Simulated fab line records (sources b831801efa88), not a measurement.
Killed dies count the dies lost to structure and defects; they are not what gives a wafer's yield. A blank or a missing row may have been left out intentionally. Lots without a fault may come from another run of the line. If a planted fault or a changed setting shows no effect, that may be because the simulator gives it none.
Check for tools in common + flow gf180mcu + Sampled: 14 lots, 42 wafers

== REASON FOR OPENING ==
At GF_CONTACT_CD_MEAS_14 the reading cd nm is flagged on 4 of 14 lots. Wafers without a fault read 219.9 nm, standard deviation 1.3.
Rule: a lot is flagged when every wafer of it that has a number lies more than 4 standard deviations from that mean, or none has a number. All remaining lots are regarded as sound.

| lot  | measured     | on        | cd nm (nm), wafer by wafer | flag    |
|------|--------------|-----------|----------------------------|---------|
| L435 | day 16 15:33 | cd sem-02 | 221.5 223.0 221.2          |         |
| L436 | day 17 00:39 | cd sem-02 | 219.5 217.7 217.1          |         |
| L439 | day 17 19:22 | cd sem-02 | 220.4 221.1 219.6          |         |
| L440 | day 18 04:47 | cd sem-01 | 221.0 220.9 220.7          |         |
| L441 | day 18 17:08 | cd sem-02 | 219.6 218.8 219.2          |         |
| L442 | day 19 04:31 | cd sem-02 | 220.2 219.7 220.3          |         |
| L443 | day 19 09:09 | cd sem-02 | 218.3 217.8 219.2          |         |
| L444 | day 19 15:48 | cd sem-01 | 218.6 219.2 220.0          |         |
| L448 | day 21 03:57 | cd sem-02 | 253.2 253.8 254.0          | FLAGGED |
| L449 | day 21 13:52 | cd sem-02 | 252.4 254.8 253.7          | FLAGGED |
| L450 | day 21 23:33 | cd sem-01 | 222.4 223.0 222.8          |         |
| L452 | day 22 09:58 | cd sem-01 | 241.2 242.0 241.4          | FLAGGED |
| L454 | day 23 04:14 | cd sem-01 | 240.9 239.8 241.2          | FLAGGED |
| L457 | day 24 03:15 | cd sem-02 | 221.2 221.5 221.6          |         |
Average over the flagged lots: 247.4 nm; offset from the usual +27.5 nm, equal to +21 standard deviations.

== WHICH TOOL RAN EACH LOT ==
The record holds 1 process step before the reading, out of a route of 602 steps. Each cell gives the tool, then ch followed by the chambers the sampled wafers passed through, then the start.
| lot  | flag    | GF_CONTACT_EXPOSE_11              |
|------|---------|-----------------------------------|
| L435 |         | krf scanner-01 ch 0, day 16 04:01 |
| L436 |         | krf scanner-01 ch 0, day 16 12:56 |
| L439 |         | krf scanner-02 ch 0, day 17 07:45 |
| L440 |         | krf scanner-01 ch 0, day 17 17:07 |
| L441 |         | krf scanner-02 ch 0, day 18 05:10 |
| L442 |         | krf scanner-02 ch 0, day 18 16:22 |
| L443 |         | krf scanner-01 ch 0, day 18 21:24 |
| L444 |         | krf scanner-02 ch 0, day 19 03:29 |
| L448 | FLAGGED | krf scanner-01 ch 0, day 20 16:08 |
| L449 | FLAGGED | krf scanner-01 ch 0, day 21 02:01 |
| L450 |         | krf scanner-02 ch 0, day 21 11:25 |
| L452 | FLAGGED | krf scanner-01 ch 0, day 21 22:41 |
| L454 | FLAGGED | krf scanner-01 ch 0, day 22 16:40 |
| L457 |         | krf scanner-02 ch 0, day 23 16:16 |
These steps, and what they do:
- GF_CONTACT_EXPOSE_11: exposes mask Contact, target cd 220 nm.
- GF_CONTACT_CD_MEAS_14: target cd 220 nm.

== FLAGGED AGAINST TOTAL, ONE TOOL AT A TIME (gauges that did the reading follow at the end) ==
| step                  | tool           | lots run | flagged | share of the flagged lots | sound lots run after its first flagged lot |
|-----------------------|----------------|----------|---------|---------------------------|--------------------------------------------|
| GF_CONTACT_EXPOSE_11  | krf scanner-01 | 8        | 4       | all                       | 0                                          |
| GF_CONTACT_EXPOSE_11  | krf scanner-02 | 6        | 0       | none                      | -                                          |
| GF_CONTACT_CD_MEAS_14 | cd sem-01      | 5        | 2       | some                      | 0                                          |
| GF_CONTACT_CD_MEAS_14 | cd sem-02      | 9        | 2       | some                      | 1 (L457)                                   |

== WHAT THE TABLE PERMITS ==
1 row of the table ran every flagged lot: krf scanner-01 at GF_CONTACT_EXPOSE_11.
- krf scanner-01 at GF_CONTACT_EXPOSE_11 ran 8 lots, 4 of them flagged. It ran its last sound lot, L443, at day 18 21:24 and its first flagged lot, L448, at day 20 16:08: a fault with its onset between the two fits. Its own readings lie more than 4 standard deviations out on every wafer of the flagged lots: exposure dose mJ cm2.
Just one tool remains: krf scanner-01 at GF_CONTACT_EXPOSE_11.

== WHAT WAS PUT IN BY THE SIMULATOR ==
Process parameters drifting: krf scanner-01 at GF_CONTACT_EXPOSE_11, beginning at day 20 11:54. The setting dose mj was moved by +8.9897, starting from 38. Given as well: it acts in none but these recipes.
Struck lots among those shown: L448, L449, L452, L454. The rule above found the same.
